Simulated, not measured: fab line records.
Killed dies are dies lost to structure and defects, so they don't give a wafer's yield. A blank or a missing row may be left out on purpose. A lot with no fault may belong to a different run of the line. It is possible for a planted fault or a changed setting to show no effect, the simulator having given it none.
Which tool was responsible? | flow sky130 | 7 lots, 20 wafers sampled, at 1 step of a route of 708

## WHAT THE GAUGES READ, wafer by wafer
SKY_GATE_OXIDE_OVL_MEAS_10.
lot  | measured     | on         | GATE_OXIDE_OVL (nm)
L199 | day 15 02:34 | overlay-01 | 1.3 1.5 1.1
L200 | day 15 12:19 | overlay-02 | 0.5 1.5 1.3
L204 | day 16 20:01 | overlay-01 | 2.6 2.7 2.0
L212 | day 19 19:58 | overlay-02 | 1.4 0.0 0.2
L215 | day 20 21:44 | overlay-02 | 0.8 1.0 1.2
L218 | day 21 16:47 | overlay-02 | -0.2 -0.4 1.7
L220 | day 22 04:37 | overlay-02 | 0.4 2.8

## WHAT TOOL EACH LOT RAN ON (gives the tool, then ch and the chambers of the sampled wafers, and finally the start)
The record holds no process step before these readings.

## THE ANSWER, worked out from the rows above alone
Rule: usual is defined by the lots themselves. The widest of any qualifying gaps counts: lots, ordered by their means at a reading, are off when they make up no more than a third of the lots, leave a main group of 4 or more, and stand apart from it by 3 or more times the standard deviation of that group's means. Not used: any main group whose means are identical at the precision the tables above print for the reading. A lot without any number at a reading at which 4 lots or more have one is off too. Any other lot the step has rows for is counted as sound.
Across all readings shown, no lot is off: no conclusion can be drawn from this.

## WHAT WAS PUT IN BY THE SIMULATOR
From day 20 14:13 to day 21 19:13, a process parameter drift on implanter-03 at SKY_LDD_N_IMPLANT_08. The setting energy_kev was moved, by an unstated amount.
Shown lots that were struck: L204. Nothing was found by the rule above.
